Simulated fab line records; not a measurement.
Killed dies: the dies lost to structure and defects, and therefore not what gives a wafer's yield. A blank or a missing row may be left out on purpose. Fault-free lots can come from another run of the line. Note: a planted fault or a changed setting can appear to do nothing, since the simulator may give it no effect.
The tool behind it: which one? || flow gf180mcu || 24 lots with 72 wafers sampled at 5 steps, on a route of 602 steps

== WHAT EACH GAUGE READ, for each wafer ==
GF_M3_THK_MEAS_06: measures by xrf.
{"lot": "L074", "measured": "day 20 09:49", "on": "film-metro-04", "M3_ALCU_THK (nm)": "450 449 460"}
{"lot": "L075", "measured": "day 20 16:34", "on": "film-metro-01", "M3_ALCU_THK (nm)": "468 467 462"}
{"lot": "L076", "measured": "day 21 03:38", "on": "film-metro-04", "M3_ALCU_THK (nm)": "455 459 454"}
{"lot": "L077", "measured": "day 21 12:16", "on": "film-metro-01", "M3_ALCU_THK (nm)": "453 465 451"}
{"lot": "L078", "measured": "day 21 23:32", "on": "film-metro-03", "M3_ALCU_THK (nm)": "454 459 462"}
{"lot": "L079", "measured": "day 22 10:42", "on": "film-metro-04", "M3_ALCU_THK (nm)": "447 448 446"}
{"lot": "L080", "measured": "day 22 23:24", "on": "film-metro-01", "M3_ALCU_THK (nm)": "467 465 463"}
{"lot": "L081", "measured": "day 23 00:59", "on": "film-metro-03", "M3_ALCU_THK (nm)": "451 457 457"}
{"lot": "L082", "measured": "day 23 17:24", "on": "film-metro-04", "M3_ALCU_THK (nm)": "465 456 468"}
{"lot": "L083", "measured": "day 24 06:55", "on": "film-metro-04", "M3_ALCU_THK (nm)": "459 472 463"}
{"lot": "L084", "measured": "day 24 09:43", "on": "film-metro-03", "M3_ALCU_THK (nm)": "462 455 464"}
{"lot": "L085", "measured": "day 24 16:17", "on": "film-metro-03", "M3_ALCU_THK (nm)": "461 455 458"}
{"lot": "L086", "measured": "day 24 18:46", "on": "film-metro-04", "M3_ALCU_THK (nm)": "459 468 458"}
{"lot": "L087", "measured": "day 25 11:22", "on": "film-metro-03", "M3_ALCU_THK (nm)": "462 458 464"}
{"lot": "L088", "measured": "day 25 15:31", "on": "film-metro-03", "M3_ALCU_THK (nm)": "454 454 457"}
{"lot": "L089", "measured": "day 25 21:23", "on": "film-metro-01", "M3_ALCU_THK (nm)": "465 456 470"}
{"lot": "L090", "measured": "day 26 09:35", "on": "film-metro-04", "M3_ALCU_THK (nm)": "462 455 466"}
{"lot": "L091", "measured": "day 26 13:36", "on": "film-metro-01", "M3_ALCU_THK (nm)": "457 457 455"}
{"lot": "L092", "measured": "day 26 17:53", "on": "film-metro-01", "M3_ALCU_THK (nm)": "453 453 455"}
{"lot": "L093", "measured": "day 27 04:28", "on": "film-metro-04", "M3_ALCU_THK (nm)": "465 461 459"}
{"lot": "L094", "measured": "day 27 10:49", "on": "film-metro-03", "M3_ALCU_THK (nm)": "456 455 453"}
{"lot": "L095", "measured": "day 27 14:36", "on": "film-metro-01", "M3_ALCU_THK (nm)": "452 455 454"}
{"lot": "L096", "measured": "day 27 22:37", "on": "film-metro-03", "M3_ALCU_THK (nm)": "460 457 458"}
{"lot": "L097", "measured": "day 28 10:18", "on": "film-metro-01", "M3_ALCU_THK (nm)": "459 458 450"}

== WHAT TOOL EACH LOT RAN ON (gives the tool, then ch and the chambers of the sampled wafers, and finally the start) ==
{"lot": "L074", "GF_V1_SPUTTER_22": "pvd-sputter-03, day 18 04:37", "GF_M2_SPUTTER_04": "pvd-sputter-04, day 18 05:26", "GF_V2_ETCH_17": "rie-diel-04 ch 2,3, day 20 08:45 or earlier", "GF_V2_SPUTTER_21": "pvd-sputter-03, day 20 08:45"}
{"lot": "L075", "GF_V1_SPUTTER_22": "pvd-sputter-02, day 18 11:53", "GF_M2_SPUTTER_04": "pvd-sputter-04, day 18 12:41", "GF_V2_ETCH_17": "rie-diel-04 ch 0,2,3, day 20 15:32 or earlier", "GF_V2_SPUTTER_21": "pvd-sputter-03, day 20 15:32"}
{"lot": "L076", "GF_V1_SPUTTER_22": "pvd-sputter-04, day 18 22:28", "GF_M2_SPUTTER_04": "pvd-sputter-03, day 18 23:16", "GF_V2_ETCH_17": "rie-diel-02 ch 1,3, day 21 02:30 or earlier", "GF_V2_SPUTTER_21": "pvd-sputter-01, day 21 02:30"}
{"lot": "L077", "GF_V1_SPUTTER_22": "pvd-sputter-03, day 19 07:43", "GF_M2_SPUTTER_04": "pvd-sputter-04, day 19 08:32", "GF_V2_ETCH_17": "rie-diel-02 ch 1,2,3, day 21 11:13 or earlier", "GF_V2_SPUTTER_21": "pvd-sputter-02, day 21 11:13"}
{"lot": "L078", "GF_V1_SPUTTER_22": "pvd-sputter-03, day 19 18:44", "GF_M2_SPUTTER_04": "pvd-sputter-04, day 19 19:33", "GF_V2_ETCH_17": "rie-diel-02 ch 2,3, day 21 22:29 or earlier", "GF_V2_SPUTTER_21": "pvd-sputter-02, day 21 22:29"}
{"lot": "L079", "GF_V1_SPUTTER_22": "pvd-sputter-02, day 20 06:47", "GF_M2_SPUTTER_04": "pvd-sputter-04, day 20 07:36", "GF_V2_ETCH_17": "rie-diel-02 ch 0,1, day 22 09:39 or earlier", "GF_V2_SPUTTER_21": "pvd-sputter-02, day 22 09:39"}
{"lot": "L080", "GF_V1_SPUTTER_22": "pvd-sputter-04, day 20 20:41", "GF_M2_SPUTTER_04": "pvd-sputter-01, day 20 21:30", "GF_V2_ETCH_17": "rie-diel-04 ch 0,2,3, day 22 22:22 or earlier", "GF_V2_SPUTTER_21": "pvd-sputter-03, day 22 22:22"}
{"lot": "L081", "GF_V1_SPUTTER_22": "pvd-sputter-02, day 20 21:56", "GF_M2_SPUTTER_04": "pvd-sputter-03, day 20 22:46", "GF_V2_ETCH_17": "rie-diel-02 ch 0,2,3, day 22 23:57 or earlier", "GF_V2_SPUTTER_21": "pvd-sputter-02, day 22 23:57"}
{"lot": "L082", "GF_V1_SPUTTER_22": "pvd-sputter-04, day 21 13:52", "GF_M2_SPUTTER_04": "pvd-sputter-03, day 21 14:41", "GF_V2_ETCH_17": "rie-diel-04 ch 0,2, day 23 16:22 or earlier", "GF_V2_SPUTTER_21": "pvd-sputter-02, day 23 16:22"}
{"lot": "L083", "GF_V1_SPUTTER_22": "pvd-sputter-03, day 22 04:59", "GF_M2_SPUTTER_04": "pvd-sputter-01, day 22 05:48", "GF_V2_ETCH_17": "rie-diel-02 ch 1,2, day 24 05:53 or earlier", "GF_V2_SPUTTER_21": "pvd-sputter-01, day 24 05:53"}
{"lot": "L084", "GF_V1_SPUTTER_22": "pvd-sputter-02, day 22 07:16", "GF_M2_SPUTTER_04": "pvd-sputter-03, day 22 08:05", "GF_V2_ETCH_17": "rie-diel-03 ch 0,1,3, day 24 08:40 or earlier", "GF_V2_SPUTTER_21": "pvd-sputter-01, day 24 08:40"}
{"lot": "L085", "GF_V1_SPUTTER_22": "pvd-sputter-02, day 22 14:19", "GF_M2_SPUTTER_04": "pvd-sputter-03, day 22 15:08", "GF_V2_ETCH_17": "rie-diel-03 ch 0,1,2, day 24 14:40 or earlier", "GF_V2_SPUTTER_21": "pvd-sputter-01, day 24 14:40"}
{"lot": "L086", "GF_V1_SPUTTER_22": "pvd-sputter-02, day 22 16:56", "GF_M2_SPUTTER_04": "pvd-sputter-03, day 22 18:14", "GF_V2_ETCH_17": "rie-diel-03 ch 0,1,3, day 24 17:44 or earlier", "GF_V2_SPUTTER_21": "pvd-sputter-02, day 24 17:44"}
{"lot": "L087", "GF_V1_SPUTTER_22": "pvd-sputter-02, day 23 10:46", "GF_M2_SPUTTER_04": "pvd-sputter-04, day 23 11:34", "GF_V2_ETCH_17": "rie-diel-03 ch 0,1,2, day 25 10:20 or earlier", "GF_V2_SPUTTER_21": "pvd-sputter-02, day 25 10:20"}
{"lot": "L088", "GF_V1_SPUTTER_22": "pvd-sputter-03, day 23 15:32", "GF_M2_SPUTTER_04": "pvd-sputter-01, day 23 16:21", "GF_V2_ETCH_17": "rie-diel-02 ch 0,1,3, day 25 14:29 or earlier", "GF_V2_SPUTTER_21": "pvd-sputter-02, day 25 14:29"}
{"lot": "L089", "GF_V1_SPUTTER_22": "pvd-sputter-04, day 23 22:23", "GF_M2_SPUTTER_04": "pvd-sputter-03, day 23 23:13", "GF_V2_ETCH_17": "rie-diel-04 ch 0,1,3, day 25 20:20 or earlier", "GF_V2_SPUTTER_21": "pvd-sputter-02, day 25 20:20"}
{"lot": "L090", "GF_V1_SPUTTER_22": "pvd-sputter-04, day 24 10:01", "GF_M2_SPUTTER_04": "pvd-sputter-01, day 24 10:50", "GF_V2_ETCH_17": "rie-diel-04 ch 0,2, day 26 08:33 or earlier", "GF_V2_SPUTTER_21": "pvd-sputter-02, day 26 08:33"}
{"lot": "L091", "GF_V1_SPUTTER_22": "pvd-sputter-04, day 24 14:32", "GF_M2_SPUTTER_04": "pvd-sputter-04, day 24 16:01", "GF_V2_ETCH_17": "rie-diel-02 ch 0,2,3, day 26 12:33 or earlier", "GF_V2_SPUTTER_21": "pvd-sputter-02, day 26 12:33"}
{"lot": "L092", "GF_V1_SPUTTER_22": "pvd-sputter-02, day 24 19:59", "GF_M2_SPUTTER_04": "pvd-sputter-03, day 24 20:49", "GF_V2_ETCH_17": "rie-diel-03 ch 0,1, day 26 16:42 or earlier", "GF_V2_SPUTTER_21": "pvd-sputter-01, day 26 16:42"}
{"lot": "L093", "GF_V1_SPUTTER_22": "pvd-sputter-03, day 25 07:29", "GF_M2_SPUTTER_04": "pvd-sputter-01, day 25 08:25", "GF_V2_ETCH_17": "rie-diel-03 ch 0,2,3, day 27 03:26 or earlier", "GF_V2_SPUTTER_21": "pvd-sputter-02, day 27 03:26"}
{"lot": "L094", "GF_V1_SPUTTER_22": "pvd-sputter-02, day 25 13:38", "GF_M2_SPUTTER_04": "pvd-sputter-03, day 25 14:26", "GF_V2_ETCH_17": "rie-diel-04 ch 1,2,3, day 27 09:46 or earlier", "GF_V2_SPUTTER_21": "pvd-sputter-02, day 27 09:46"}
{"lot": "L095", "GF_V1_SPUTTER_22": "pvd-sputter-02, day 25 16:53", "GF_M2_SPUTTER_04": "pvd-sputter-03, day 25 17:41", "GF_V2_ETCH_17": "rie-diel-02 ch 0,2, day 27 13:34 or earlier", "GF_V2_SPUTTER_21": "pvd-sputter-03, day 27 13:34"}
{"lot": "L096", "GF_V1_SPUTTER_22": "pvd-sputter-03, day 26 01:20", "GF_M2_SPUTTER_04": "pvd-sputter-04, day 26 02:10", "GF_V2_ETCH_17": "rie-diel-02 ch 2,3, day 27 21:34 or earlier", "GF_V2_SPUTTER_21": "pvd-sputter-02, day 27 21:34"}
{"lot": "L097", "GF_V1_SPUTTER_22": "pvd-sputter-04, day 26 13:19", "GF_M2_SPUTTER_04": "pvd-sputter-04, day 26 14:07", "GF_V2_ETCH_17": "rie-diel-04 ch 0,3, day 28 09:14 or earlier", "GF_V2_SPUTTER_21": "pvd-sputter-02, day 28 09:14"}
- GF_V1_SPUTTER_22: material TiN, target thk 10 nm, time 40 s.
- GF_M2_SPUTTER_04: material TiN, target thk 50 nm, time 41.7 s.
- GF_V2_ETCH_17: etches SiO2 in C4F8/O2/Ar, stops on TiN, target depth 630 nm.
- GF_V2_SPUTTER_21: material Ti, target thk 15 nm, time 80.02 s.

== AS READ BY THE TOOLS THEMSELVES (means over the sampled wafers that have a number; for cases with no such wafer, the mark the record gives instead) ==
GF_V1_SPUTTER_22.
{"lot": "L074", "tool": "pvd-sputter-03", "throttle-valve-pct (%)": 29.6}
{"lot": "L075", "tool": "pvd-sputter-02", "throttle-valve-pct (%)": 30.4}
{"lot": "L076", "tool": "pvd-sputter-04", "throttle-valve-pct (%)": 30.1}
{"lot": "L077", "tool": "pvd-sputter-03", "throttle-valve-pct (%)": 30.0}
{"lot": "L078", "tool": "pvd-sputter-03", "throttle-valve-pct (%)": 29.6}
{"lot": "L079", "tool": "pvd-sputter-02", "throttle-valve-pct (%)": 30.7}
{"lot": "L080", "tool": "pvd-sputter-04", "throttle-valve-pct (%)": 29.3}
{"lot": "L081", "tool": "pvd-sputter-02", "throttle-valve-pct (%)": 29.7}
{"lot": "L082", "tool": "pvd-sputter-04", "throttle-valve-pct (%)": 31.0}
{"lot": "L083", "tool": "pvd-sputter-03", "throttle-valve-pct (%)": 29.7}
{"lot": "L084", "tool": "pvd-sputter-02", "throttle-valve-pct (%)": 29.5}
{"lot": "L085", "tool": "pvd-sputter-02", "throttle-valve-pct (%)": 28.7}
{"lot": "L086", "tool": "pvd-sputter-02", "throttle-valve-pct (%)": 29.5}
{"lot": "L087", "tool": "pvd-sputter-02", "throttle-valve-pct (%)": 28.7}
{"lot": "L088", "tool": "pvd-sputter-03", "throttle-valve-pct (%)": 29.4}
{"lot": "L089", "tool": "pvd-sputter-04", "throttle-valve-pct (%)": 29.5}
{"lot": "L090", "tool": "pvd-sputter-04", "throttle-valve-pct (%)": 29.5}
{"lot": "L091", "tool": "pvd-sputter-04", "throttle-valve-pct (%)": 31.3}
{"lot": "L092", "tool": "pvd-sputter-02", "throttle-valve-pct (%)": 29.6}
{"lot": "L093", "tool": "pvd-sputter-03", "throttle-valve-pct (%)": 29.8}
{"lot": "L094", "tool": "pvd-sputter-02", "throttle-valve-pct (%)": 29.6}
{"lot": "L095", "tool": "pvd-sputter-02", "throttle-valve-pct (%)": 29.4}
{"lot": "L096", "tool": "pvd-sputter-03", "throttle-valve-pct (%)": 29.8}
{"lot": "L097", "tool": "pvd-sputter-04", "throttle-valve-pct (%)": 29.2}

GF_M2_SPUTTER_04.
{"lot": "L074", "tool": "pvd-sputter-04", "throttle-valve-pct (%)": 29.5}
{"lot": "L075", "tool": "pvd-sputter-04", "throttle-valve-pct (%)": 30.5}
{"lot": "L076", "tool": "pvd-sputter-03", "throttle-valve-pct (%)": 29.9}
{"lot": "L077", "tool": "pvd-sputter-04", "throttle-valve-pct (%)": 29.9}
{"lot": "L078", "tool": "pvd-sputter-04", "throttle-valve-pct (%)": 30.9}
{"lot": "L079", "tool": "pvd-sputter-04", "throttle-valve-pct (%)": 31.4}
{"lot": "L080", "tool": "pvd-sputter-01", "throttle-valve-pct (%)": 30.3}
{"lot": "L081", "tool": "pvd-sputter-03", "throttle-valve-pct (%)": 29.4}
{"lot": "L082", "tool": "pvd-sputter-03", "throttle-valve-pct (%)": 29.4}
{"lot": "L083", "tool": "pvd-sputter-01", "throttle-valve-pct (%)": 30.2}
{"lot": "L084", "tool": "pvd-sputter-03", "throttle-valve-pct (%)": 29.7}
{"lot": "L085", "tool": "pvd-sputter-03", "throttle-valve-pct (%)": 29.5}
{"lot": "L086", "tool": "pvd-sputter-03", "throttle-valve-pct (%)": 29.9}
{"lot": "L087", "tool": "pvd-sputter-04", "throttle-valve-pct (%)": 31.2}
{"lot": "L088", "tool": "pvd-sputter-01", "throttle-valve-pct (%)": 30.4}
{"lot": "L089", "tool": "pvd-sputter-03", "throttle-valve-pct (%)": 30.2}
{"lot": "L090", "tool": "pvd-sputter-01", "throttle-valve-pct (%)": 30.4}
{"lot": "L091", "tool": "pvd-sputter-04", "throttle-valve-pct (%)": 30.2}
{"lot": "L092", "tool": "pvd-sputter-03", "throttle-valve-pct (%)": 30.0}
{"lot": "L093", "tool": "pvd-sputter-01", "throttle-valve-pct (%)": 30.2}
{"lot": "L094", "tool": "pvd-sputter-03", "throttle-valve-pct (%)": 29.7}
{"lot": "L095", "tool": "pvd-sputter-03", "throttle-valve-pct (%)": 29.6}
{"lot": "L096", "tool": "pvd-sputter-04", "throttle-valve-pct (%)": 30.8}
{"lot": "L097", "tool": "pvd-sputter-04", "throttle-valve-pct (%)": 29.4}

GF_V2_ETCH_17.
{"lot": "L074", "tool": "rie-diel-04", "oes-product-au (a.u.)": 0.853}
{"lot": "L075", "tool": "rie-diel-04", "oes-product-au (a.u.)": 0.858}
{"lot": "L076", "tool": "rie-diel-02", "oes-product-au (a.u.)": 0.858}
{"lot": "L077", "tool": "rie-diel-02", "oes-product-au (a.u.)": 0.857}
{"lot": "L078", "tool": "rie-diel-02", "oes-product-au (a.u.)": 0.855}
{"lot": "L079", "tool": "rie-diel-02", "oes-product-au (a.u.)": 0.853}
{"lot": "L080", "tool": "rie-diel-04", "oes-product-au (a.u.)": 0.852}
{"lot": "L081", "tool": "rie-diel-02", "oes-product-au (a.u.)": 0.858}
{"lot": "L082", "tool": "rie-diel-04", "oes-product-au (a.u.)": 0.862}
{"lot": "L083", "tool": "rie-diel-02", "oes-product-au (a.u.)": 0.857}
{"lot": "L084", "tool": "rie-diel-03", "oes-product-au (a.u.)": 0.852}
{"lot": "L085", "tool": "rie-diel-03", "oes-product-au (a.u.)": 0.857}
{"lot": "L086", "tool": "rie-diel-03", "oes-product-au (a.u.)": 0.858}
{"lot": "L087", "tool": "rie-diel-03", "oes-product-au (a.u.)": 0.855}
{"lot": "L088", "tool": "rie-diel-02", "oes-product-au (a.u.)": 0.860}
{"lot": "L089", "tool": "rie-diel-04", "oes-product-au (a.u.)": 0.856}
{"lot": "L090", "tool": "rie-diel-04", "oes-product-au (a.u.)": 0.859}
{"lot": "L091", "tool": "rie-diel-02", "oes-product-au (a.u.)": 0.855}
{"lot": "L092", "tool": "rie-diel-03", "oes-product-au (a.u.)": 0.855}
{"lot": "L093", "tool": "rie-diel-03", "oes-product-au (a.u.)": 0.851}
{"lot": "L094", "tool": "rie-diel-04", "oes-product-au (a.u.)": 0.858}
{"lot": "L095", "tool": "rie-diel-02", "oes-product-au (a.u.)": 0.859}
{"lot": "L096", "tool": "rie-diel-02", "oes-product-au (a.u.)": 0.861}
{"lot": "L097", "tool": "rie-diel-04", "oes-product-au (a.u.)": 0.857}

GF_V2_SPUTTER_21.
{"lot": "L074", "tool": "pvd-sputter-03", "substrate-temp-c (C)": 200.23, "throttle-valve-pct (%)": 29.8}
{"lot": "L075", "tool": "pvd-sputter-03", "substrate-temp-c (C)": 199.99, "throttle-valve-pct (%)": 29.8}
{"lot": "L076", "tool": "pvd-sputter-01", "substrate-temp-c (C)": 199.95, "throttle-valve-pct (%)": 30.6}
{"lot": "L077", "tool": "pvd-sputter-02", "substrate-temp-c (C)": 199.90, "throttle-valve-pct (%)": 30.3}
{"lot": "L078", "tool": "pvd-sputter-02", "substrate-temp-c (C)": 199.99, "throttle-valve-pct (%)": 29.5}
{"lot": "L079", "tool": "pvd-sputter-02", "substrate-temp-c (C)": 199.98, "throttle-valve-pct (%)": 29.6}
{"lot": "L080", "tool": "pvd-sputter-03", "substrate-temp-c (C)": 200.12, "throttle-valve-pct (%)": 29.7}
{"lot": "L081", "tool": "pvd-sputter-02", "substrate-temp-c (C)": 199.93, "throttle-valve-pct (%)": 29.5}
{"lot": "L082", "tool": "pvd-sputter-02", "substrate-temp-c (C)": 200.02, "throttle-valve-pct (%)": 28.6}
{"lot": "L083", "tool": "pvd-sputter-01", "substrate-temp-c (C)": 200.01, "throttle-valve-pct (%)": 30.5}
{"lot": "L084", "tool": "pvd-sputter-01", "substrate-temp-c (C)": 199.96, "throttle-valve-pct (%)": 30.5}
{"lot": "L085", "tool": "pvd-sputter-01", "substrate-temp-c (C)": 199.94, "throttle-valve-pct (%)": 30.6}
{"lot": "L086", "tool": "pvd-sputter-02", "substrate-temp-c (C)": 200.01, "throttle-valve-pct (%)": 30.5}
{"lot": "L087", "tool": "pvd-sputter-02", "substrate-temp-c (C)": 199.84, "throttle-valve-pct (%)": 29.5}
{"lot": "L088", "tool": "pvd-sputter-02", "substrate-temp-c (C)": 199.93, "throttle-valve-pct (%)": 28.5}
{"lot": "L089", "tool": "pvd-sputter-02", "substrate-temp-c (C)": 200.02, "throttle-valve-pct (%)": 28.6}
{"lot": "L090", "tool": "pvd-sputter-02", "substrate-temp-c (C)": 200.05, "throttle-valve-pct (%)": 29.6}
{"lot": "L091", "tool": "pvd-sputter-02", "substrate-temp-c (C)": 199.98, "throttle-valve-pct (%)": 30.5}
{"lot": "L092", "tool": "pvd-sputter-01", "substrate-temp-c (C)": 199.90, "throttle-valve-pct (%)": 30.8}
{"lot": "L093", "tool": "pvd-sputter-02", "substrate-temp-c (C)": 199.92, "throttle-valve-pct (%)": 29.6}
{"lot": "L094", "tool": "pvd-sputter-02", "substrate-temp-c (C)": 199.93, "throttle-valve-pct (%)": 29.4}
{"lot": "L095", "tool": "pvd-sputter-03", "substrate-temp-c (C)": 200.01, "throttle-valve-pct (%)": 29.7}
{"lot": "L096", "tool": "pvd-sputter-02", "substrate-temp-c (C)": 200.13, "throttle-valve-pct (%)": 30.4}
{"lot": "L097", "tool": "pvd-sputter-02", "substrate-temp-c (C)": 199.90, "throttle-valve-pct (%)": 28.6}

== THE ANSWER, worked out from the rows above alone ==
Rule: what is usual is taken from the lots themselves. The widest of any qualifying gaps counts: lots, ordered by their means at a reading, are off when they make up no more than a third of the lots, leave a main group of 4 or more, and stand apart from it by 3 or more times the standard deviation of that group's means. The tables above print the reading to a certain number of digits; a main group whose means all agree to those digits is not used. A lot without any number at a reading at which 4 lots or more have one is off too. All remaining lots with rows at the step are treated as sound. First the gauges in route order, then the tools' own readings, where a lot's mean is used as printed above. The first step at which some lot is off is used, and at that step the reading that is off furthest; a lot without a number counts as furthest.
Nothing can be told from this: no lot is off at any reading shown.

== WHAT THE SIMULATOR HAD PUT IN ==
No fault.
